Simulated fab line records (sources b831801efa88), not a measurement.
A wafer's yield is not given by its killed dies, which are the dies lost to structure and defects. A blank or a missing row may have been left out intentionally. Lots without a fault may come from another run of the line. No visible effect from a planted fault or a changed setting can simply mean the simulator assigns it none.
fab line records ; flow sky130
record lots=6; wafers=18; lastDay=50
route steps=708 shown VIA4@645 METAL5@661 PAD_OPEN@708
lots with no fault: from the same line, run without faults
startH: hours from the record's opening day to when the first of the lot's shown wafers began ; waitH: hours elapsed since this lot's preceding step ; " same as the row above ; L1.1+2: several wafers, shown together as one row ; - no value, or no start was given ; * or withheld: withheld ; < > ~ a bound
route shown NAME@n: a module of which the file shows steps, and the number in the route of the first ; usual: mean/standard deviation taken from wafers without a fault ; same: alike in all rows ; chamber/n: place in a boat ; sites: each site's reading ; _std_site: the values' standard deviation ; _edge_site: the outer-site mean with the inner-site mean subtracted ; radiusMm: how far each site lies from the wafer's centre ; mask NAME#n: copy n ; behind: tool/chamber where the wafer was last shaped ; hold: reason for holding the lot/hours on hold/outcome of the hold ; device: whichever transistor did not switch (one of n, p or np) ; end of line: at the end of the route, the tests of the same wafers ; where a step has no rows: the recipe by itself ; killed: at the first sort, the dies lost to defects and structure; wafer yield is something else ; map: dies across one wafer; x = killed, . = not, _ = none there
set.NAME: setting as actually run; set.NAME@STEP: the setting as run at that earlier step ; model.NAME: the simulator's own value behind a step, which no gauge read
lots at selected steps of the route; one table per step, one row per wafer
services: a tool's chamber out of use, with start hour (startH, from the record's first day; less than 0 if before it), hours out, and reason
## steps
# step SKY_VIA4_COAT_06
# recipe resist=NOVOLAK; spinRpm=3000; resistThkNm=1140
# step SKY_VIA4_SOFTBAKE_07
# recipe tempC=90; timeS=60; resist=NOVOLAK
# step SKY_VIA4_EXPOSE_08
# recipe maskId=VIM4; na=0.6; sourceShape=conventional; sigmaOuter=0.6; polarization=unpolarized; targetCdNm=800; doseMj=132
# step SKY_VIA4_PEB_09
# recipe tempC=withheld; timeS=*; resist=NOVOLAK
# step SKY_VIA4_DEVELOP_10
# recipe resist=NOVOLAK; developer=TMAH; developTimeS=60; devTempC=23
# step SKY_VIA4_OVL_MEAS_11
# usual VIA4_OVL=-0.4/1.3
lot.wafer;tool;chamber;startH;waitH;VIA4_OVL[nm]
L427.1;overlay-02;-;1048.26;0.1;2.8
L427.2;overlay-02;-;1048.26;0.1;-0.3
L427.4;overlay-02;-;1048.26;0.1;-1.7
L428.2;overlay-02;-;1051.56;0.1;-1.4
L428.3;overlay-02;-;1051.56;0.1;0.0
L428.5;overlay-02;-;1051.56;0.1;-2.8
L441.1;overlay-01;-;1131.45;0.1;-0.4
L441.2;overlay-01;-;1131.45;0.1;0.0
L441.3;overlay-01;-;1131.45;0.1;-1.3
L443.1;overlay-02;-;1137.04;0.1;0.6
L443.2;overlay-02;-;1137.04;0.1;1.0
L443.6;overlay-02;-;1137.04;0.1;-1.3
L445.1;overlay-01;-;1151.11;0.1;0.2
L445.5;overlay-01;-;1151.11;0.1;-0.2
L445.6;overlay-01;-;1151.11;0.1;0.0
L446.3;overlay-02;-;1153.45;0.1;0.0
L446.4;overlay-02;-;1153.45;0.1;0.6
L446.5;overlay-02;-;1153.45;0.1;-0.7
# step SKY_VIA4_ETCH_12
# recipe target=SiO2; chemistry=C4F8/O2/Ar; stopOn=TiN; maskMaterial=NOVOLAK; sourceW=1500; biasW=1200; pressureMtorr=40; c4f8FlowSccm=withheld; O2_flow_sccm=6; Ar_flow_sccm=300; timeS=withheld; targetDepthA=5800
# usual oesProductAu=0.926/0.0044
lot.wafer;tool;chamber;startH;waitH;oesProductAu
L427.1;rieDiel-04;1;1048.29;0.0;0.926
L427.2;rieDiel-04;0;1048.29;0.0;0.925
L427.4;rieDiel-04;3;1048.29;0.0;0.919
L428.2;rieDiel-01;1;1051.59;0.0;0.928
L428.3;rieDiel-01;2;1051.59;0.0;0.922
L428.5;rieDiel-01;2;1051.59;0.0;0.920
L441.1;rieDiel-01;1;1131.49;0.0;0.925
L441.2;rieDiel-01;3;1131.49;0.0;0.929
L441.3;rieDiel-01;2;1131.49;0.0;0.936
L443.1;rieDiel-04;2;1137.07;0.0;0.922
L443.2;rieDiel-04;3;1137.07;0.0;0.927
L443.6;rieDiel-04;3;1137.07;0.0;0.927
L445.1;rieDiel-03;0;1151.14;0.0;0.928
L445.5;rieDiel-03;0;1151.14;0.0;0.927
L445.6;rieDiel-03;3;1151.14;0.0;0.933
L446.3;rieDiel-03;2;1153.47;0.0;0.930
L446.4;rieDiel-03;1;1153.47;0.0;0.929
L446.5;rieDiel-03;2;1153.47;0.0;0.921
# step SKY_VIA4_STRIP_13
# recipe chemistry=O2/N2; powerW=1400; pressureMtorr=1500; platenTempC=withheld; o2FlowSccm=3000; n2FlowSccm=300; overashFraction=0.5
# usual drypumpMotorCurrentA=5.6/0.53; oesProductAu=0.710/0.0041; stripTimeToEndpointS=12.81/0.033
# same overashFraction=0.5
lot.wafer;tool;chamber;startH;waitH;drypumpMotorCurrentA;oesProductAu;rfHoursCounterH;stripTimeToEndpointS
L427.1;plasmaAsher-04;0;1048.37;-;5.0;0.718;121;12.79
L427.2;plasmaAsher-04;1;1048.37;-;6.3;0.715;121;12.79
L427.4;plasmaAsher-04;0;1048.37;-;5.0;0.709;-;12.78
L428.2;plasmaAsher-01;0;1051.67;-;5.0;0.710;64;12.79
L428.3;plasmaAsher-01;1;1051.67;-;6.1;0.707;-;12.80
L428.5;plasmaAsher-01;1;1051.67;-;6.1;0.713;-;12.79
L441.1;plasmaAsher-01;1;1131.56;-;6.1;0.710;72;12.76
L441.2;plasmaAsher-01;0;1131.56;-;4.9;0.708;72;12.80
L441.3;plasmaAsher-01;1;1131.56;-;6.1;0.715;-;12.79
L443.1;plasmaAsher-01;1;1137.14;-;6.1;0.711;72;12.78
L443.2;plasmaAsher-01;0;1137.14;-;5.0;0.704;72;12.81
L443.6;plasmaAsher-01;1;1137.14;-;6.1;0.707;-;12.79
L445.1;plasmaAsher-03;0;1151.22;-;5.6;0.713;42;12.83
L445.5;plasmaAsher-03;1;1151.22;-;5.8;0.710;-;12.79
L445.6;plasmaAsher-03;0;1151.22;-;5.6;0.707;-;12.82
L446.3;plasmaAsher-01;0;1153.58;-;5.0;0.705;-;12.83
L446.4;plasmaAsher-01;1;1153.58;-;6.1;0.702;-;12.78
L446.5;plasmaAsher-01;0;1153.58;-;5.0;0.713;-;12.83
# step SKY_VIA4_STRIP_14
# recipe chemistry=postEtchResidueRemover; timeS=1200; tempC=72.5
# step SKY_VIA4_CLEAN_15
# recipe chemistry=IPA; timeS=180; tempC=25
# step SKY_VIA4_CLEAN_16
# recipe chemistry=O3/DIW; dry=n2Spin
# step SKY_VIA4_SPUTTER_17
# recipe material=TiN; targetThkNm=20; chamberPressurePa=5; powerW=4000; timeS=80
# usual chamberPressurePa=4.998/0.0099; throttleValvePct=30.2/0.69
lot.wafer;tool;chamber;startH;waitH;chamberPressurePa;throttleValvePct
L427.1;pvdSputter-04;-;1048.96;0.0;5.000;30.8
L427.2;pvdSputter-04;-;1048.96;0.0;5.008;29.1
L427.4;pvdSputter-04;-;1048.96;0.0;4.993;30.4
L428.2;pvdSputter-04;-;1052.26;0.0;5.000;30.0
L428.3;pvdSputter-04;-;1052.26;0.0;5.012;30.9
L428.5;pvdSputter-04;-;1052.26;0.0;4.996;29.0
L441.1;pvdSputter-01;-;1132.26;0.0;5.007;30.8
L441.2;pvdSputter-01;-;1132.26;0.0;4.993;30.1
L441.3;pvdSputter-01;-;1132.26;0.0;5.003;30.6
L443.1;pvdSputter-01;-;1137.76;0.0;5.006;31.0
L443.2;pvdSputter-01;-;1137.76;0.0;4.981;30.2
L443.6;pvdSputter-01;-;1137.76;0.0;4.990;30.4
L445.1;pvdSputter-04;-;1151.82;0.0;5.003;29.6
L445.5;pvdSputter-04;-;1151.82;0.0;4.988;29.2
L445.6;pvdSputter-04;-;1151.82;0.0;5.015;30.1
L446.3;pvdSputter-04;-;1154.17;0.0;5.002;30.3
L446.4;pvdSputter-04;-;1154.17;0.0;5.002;29.6
L446.5;pvdSputter-04;-;1154.17;0.0;4.993;29.0
# step SKY_VIA4_CVD_18
# recipe material=W; targetThkNm=505; timeS=152.14; tempC=400; pressureTorr=40
# usual chamberPressureTorr=40.00/0.09; heaterPowerW=867/60; susceptorTempC=399.99/0.2
lot.wafer;tool;chamber;startH;waitH;chamberPressureTorr;heaterPowerW;susceptorTempC;model.W_of_VIA4_CVD_18.thkNm
L427.1;cvdW-01;0;1049.02;0.0;39.99;911;400.19;496.3
L427.2;cvdW-01;1;1049.02;0.0;40.00;876;400.15;502.5
L427.4;cvdW-01;1;1049.02;0.0;40.13;920;400.03;497.7
L428.2;cvdW-02;1;1052.32;0.0;39.92;871;399.97;502.7
L428.3;cvdW-02;1;1052.32;0.0;39.98;896;400.01;501.7
L428.5;cvdW-02;0;1052.32;0.0;39.93;778;400.01;499.8
L441.1;cvdW-01;0;1132.32;0.0;40.07;832;383.52;369.4
L441.2;cvdW-01;1;1132.32;0.0;40.11;919;400.11;506.3
L441.3;cvdW-01;0;1132.32;0.0;40.03;815;383.71;366.9
L443.1;cvdW-01;0;1137.82;0.0;39.83;826;383.69;372.8
L443.2;cvdW-01;1;1137.82;0.0;40.08;914;399.96;509.3
L443.6;cvdW-01;0;1137.82;0.0;39.81;815;383.86;371.9
L445.1;cvdW-02;1;1151.89;0.0;40.05;889;399.86;498.6
L445.5;cvdW-02;1;1151.89;0.0;40.03;914;400.13;497.3
L445.6;cvdW-02;0;1151.89;0.0;39.91;777;400.10;497.5
L446.3;cvdW-02;0;1154.29;0.1;39.97;765;399.39;500.4
L446.4;cvdW-02;1;1154.29;0.1;40.14;868;400.10;497.2
L446.5;cvdW-02;0;1154.29;0.1;40.08;758;400.05;506.3
# step SKY_VIA4_RS_MEAS_19
# recipe thkMeasGauge=four-point-probe; reads=W_of_VIA4_CVD_18+TiN_of_VIA4_SPUTTER_17
# usual VIA4_W_RS=0.2274/0.0022
lot.wafer;tool;chamber;startH;waitH;VIA4_W_RS[ohm/sq]
L427.1;filmMetro-04;-;1049.17;0.1;0.2299
L427.2;filmMetro-04;-;1049.17;0.1;0.2278
L427.4;filmMetro-04;-;1049.17;0.1;0.2293
L428.2;filmMetro-03;-;1052.49;0.1;0.2279
L428.3;filmMetro-03;-;1052.49;0.1;0.2287
L428.5;filmMetro-03;-;1052.49;0.1;0.2295
L441.1;filmMetro-03;-;1132.47;0.1;0.3111
L441.2;filmMetro-03;-;1132.47;0.1;0.2266
L441.3;filmMetro-03;-;1132.47;0.1;0.3134
L443.1;filmMetro-01;-;1137.97;0.1;0.3078
L443.2;filmMetro-01;-;1137.97;0.1;0.2244
L443.6;filmMetro-01;-;1137.97;0.1;0.3078
L445.1;filmMetro-01;-;1152.04;0.1;0.2293
L445.5;filmMetro-01;-;1152.04;0.1;0.2296
L445.6;filmMetro-01;-;1152.04;0.1;0.2302
L446.3;filmMetro-01;-;1154.43;0.1;0.2283
L446.4;filmMetro-01;-;1154.43;0.1;0.2302
L446.5;filmMetro-01;-;1154.43;0.1;0.2254
# step SKY_VIA4_THK_MEAS_20
# recipe thkMeasGauge=xrf; reads=W_of_VIA4_CVD_18
# usual VIA4_W_THK=500/6
lot.wafer;tool;chamber;startH;waitH;VIA4_W_THK[nm]
L427.1;filmMetro-04;-;1049.29;0.1;499
L427.2;filmMetro-04;-;1049.29;0.1;503
L427.4;filmMetro-04;-;1049.29;0.1;498
L428.2;filmMetro-03;-;1052.60;0.1;498
L428.3;filmMetro-03;-;1052.60;0.1;498
L428.5;filmMetro-03;-;1052.60;0.1;495
L441.1;filmMetro-03;-;1132.59;0.1;369
L441.2;filmMetro-03;-;1132.59;0.1;503
L441.3;filmMetro-03;-;1132.59;0.1;366
L443.1;filmMetro-01;-;1138.09;0.1;371
L443.2;filmMetro-01;-;1138.09;0.1;504
L443.6;filmMetro-01;-;1138.09;0.1;368
L445.1;filmMetro-01;-;1152.16;0.1;491
L445.5;filmMetro-01;-;1152.16;0.1;491
L445.6;filmMetro-01;-;1152.16;0.1;488
L446.3;filmMetro-01;-;1154.53;0.1;491
L446.4;filmMetro-01;-;1154.53;0.1;488
L446.5;filmMetro-01;-;1154.53;0.1;495
# step SKY_VIA4_CMP_21
# recipe stopOn=SiO2; tOverpolishS=25; downForcePsi=3.5; platenRpm=60; targetThkNm=0; padVelocityMS=0.94248
# usual motorCurrentA=10.6/1.4; timeToEndpointS=122/3.4
lot.wafer;tool;chamber;startH;waitH;motorCurrentA;timeToEndpointS
L427.2;cmp-02;2;1049.35;0.0;9.4;122
L427.4;cmp-02;0;1049.35;0.0;11.1;118
L427.1;cmp-02;1;1049.35;0.0;9.9;114
L428.2;cmp-02;3;1052.65;0.0;11.9;121
L428.3;cmp-02;0;1052.65;0.0;11.6;119
L428.5;cmp-02;3;1052.65;0.0;11.2;119
L441.1;cmp-01;0;1132.65;0.1;10.8;89
L441.3;cmp-01;2;1132.65;0.1;13.6;87
L441.2;cmp-01;3;1132.65;0.1;9.8;121
L443.1;cmp-02;1;1138.25;0.1;9.9;90
L443.2;cmp-02;2;1138.25;0.1;9.3;120
L443.6;cmp-02;3;1138.25;0.1;11.6;87
L445.1;cmp-01;2;1152.37;0.2;13.0;117
L445.5;cmp-01;3;1152.37;0.2;9.5;121
L445.6;cmp-01;0;1152.37;0.2;11.3;118
L446.3;cmp-01;3;1154.62;0.1;9.6;120
L446.4;cmp-01;1;1154.62;0.1;9.0;120
L446.5;cmp-01;3;1154.62;0.1;9.9;123
# step SKY_METAL5_SPUTTER_00
# recipe material=Ti; targetThkNm=15; powerW=3000; timeS=10; chamberPressurePa=0.4
# usual chamberPressurePa=0.4001/0.00077; throttleValvePct=30.5/1.4
lot.wafer;tool;chamber;startH;waitH;chamberPressurePa;throttleValvePct
L427.1;pvdSputter-03;-;1049.65;0.1;0.4000;29.0
L427.2;pvdSputter-03;-;1049.65;0.1;0.4000;31.1
L427.4;pvdSputter-03;-;1049.65;0.1;0.4011;30.7
L428.2;pvdSputter-02;-;1052.95;0.2;0.3992;28.8
L428.3;pvdSputter-02;-;1052.95;0.2;0.3989;30.6
L428.5;pvdSputter-02;-;1052.95;0.2;0.3997;30.4
L441.1;pvdSputter-03;-;1132.95;0.2;0.4010;31.1
L441.2;pvdSputter-03;-;1132.95;0.2;0.3993;30.5
L441.3;pvdSputter-03;-;1132.95;0.2;0.3988;28.7
L443.1;pvdSputter-04;-;1138.45;0.1;0.3997;30.6
L443.2;pvdSputter-04;-;1138.45;0.1;0.3999;29.9
L443.6;pvdSputter-04;-;1138.45;0.1;0.4009;30.3
L445.1;pvdSputter-04;-;1152.52;0.1;0.4021;29.2
L445.5;pvdSputter-04;-;1152.52;0.1;0.3986;29.6
L445.6;pvdSputter-04;-;1152.52;0.1;0.3997;30.6
L446.3;pvdSputter-02;-;1154.87;0.2;0.4005;30.5
L446.4;pvdSputter-02;-;1154.87;0.2;0.4006;33.4
L446.5;pvdSputter-02;-;1154.87;0.2;0.4009;30.4
# step SKY_PAD_OPEN_PROBE_99
# usual defectLimitedYield=82.7/1.9; killed_at_M0_to_M3=43/7.1; killed_at_M4_up=3.2/1.9; killedAtContacts=23/5.1; killedAtFrontEnd=15/4.5; killedAtOther=0.4/0.65; killedDies=85/9.4; killedOpen=47/6.8; killedShort=38/6.1; sort_bin_3_pad_short=0.8/0.38; sort_bin_5_function=10.3/1.5; sort_bin_6_memory=6.2/1.1; sortNPass=407/9.4; sortYieldPct=82.7/1.9
# same grossDies=492; killedAtBackSide=0; sort_bin_4_leakage[%]=0; sort_bin_8_speed[%]=0
lot.wafer;tool;chamber;startH;waitH;defectLimitedYield[%];killed_at_M0_to_M3;killed_at_M4_up;killedAtContacts;killedAtFrontEnd;killedAtOther;killedDies;killedOpen;killedShort;sort_bin_3_pad_short[%];sort_bin_5_function[%];sort_bin_6_memory[%];sortNPass;sortYieldPct[%]
L443.1;prober-02;-;1193.46;0.1;85.0;40;5;19;10;0;74;37;37;0.4;7.1;7.5;418;85.0
L443.2;prober-02;-;1193.51;0.1;87.0;36;2;15;10;1;64;38;26;0.6;7.1;5.3;428;87.0
L443.6;prober-02;-;1193.71;0.2;85.2;35;2;23;13;0;73;40;33;0.4;9.6;4.9;419;85.2
# killed by level:class
L443.1 VIA1:geometricParticle:open=12 CONTACT:geometricParticle:short=7 CONTACT:geometricParticle:open=6 VIA3:geometricParticle:open=6 METAL1:geometricParticle:short=5 VIA1:geometricParticle:short=5 METAL2:geometricParticle:short=4 METAL4:geometricParticle:short=4
L443.2 VIA1:geometricParticle:open=7 VIA2:geometricParticle:open=5 CONTACT:geometricParticle:open=5 POLY_GATE:geometricParticle:open=4 LI_CONTACT:geometricParticle:open=4 VIA3:geometricParticle:open=4 VIA1:geometricParticle:short=4 VIA3:geometricParticle:short=4
L443.6 CONTACT:geometricParticle:open=12 VIA1:geometricParticle:open=6 VIA2:geometricParticle:open=6 FIELD_ISO:geometricParticle:short=5 CONTACT:geometricParticle:short=4 METAL2:geometricParticle:short=4 VIA3:geometricParticle:open=4 LI_CONTACT:geometricParticle:short=3
## services
tool;chamber;startH;hours;kind
cmp-01;-;1031.39;2.3;repair
cmp-02;-;1037.34;0.2;repair
cmp-02;-;1040.11;2.4;repair
rieDiel-01;1;1043.82;1.2;repair
plasmaAsher-04;-;1055.25;9.0;pm
pvdSputter-04;-;1057.39;14.6;repair
cvdW-02;-;1059.39;2.8;pm
rieDiel-03;-;1067.55;1.7;repair
pvdSputter-03;-;1072.37;1.8;repair
pvdSputter-03;-;1074.54;0.5;repair
cvdW-02;-;1082.15;6.9;pm
cmp-01;-;1084.16;4.0;pm
rieDiel-01;-;1087.73;0.3;repair
rieDiel-04;1;1097.55;19.9;repair
rieDiel-03;-;1098.18;2.8;pm
cmp-02;-;1099.99;6.8;pm
rieDiel-01;-;1106.19;0.9;repair
pvdSputter-01;-;1116.54;2.1;repair
rieDiel-04;2;1117.32;11.1;repair
rieDiel-04;0;1118.03;16.2;repair
cmp-01;-;1120.02;1.0;repair
rieDiel-04;1;1127.53;8.6;repair
plasmaAsher-01;-;1143.21;0.6;repair
pvdSputter-02;-;1153.65;1.1;repair
## key
firstSign step=SKY_VIA4_CVD_18; reading=susceptorTempC; direction=down; sigmas=81; usual=*; struck=*
effect step=SKY_VIA4_RS_MEAS_19; reading=VIA4_W_RS; direction=up; sigmas=37; usual=0.2274; struck=0.3100
effect step=SKY_VIA4_THK_MEAS_20; reading=VIA4_W_THK; direction=down; sigmas=22; usual=500; struck=368
effect step=SKY_VIA4_CMP_21; reading=timeToEndpointS; direction=down; sigmas=9.9; usual=*; struck=*
modelEffect step=SKY_VIA4_CVD_18; value=W_of_VIA4_CVD_18.thkNm; without=501.8; struck=370.3
metAt SKY_VIA4_CVD_18
struckWafers L441.1,L441.3,L443.1,L443.6
onsetBetween 1049.02 1132.32
fault kind=processParameterDrift; tool=cvdW-01; chamber=0; onsetH=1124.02; steps=SKY_VIA4_CVD_18; channel=tempC; offset=*; shape=step; endH=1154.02; actsIn=*; stated=*
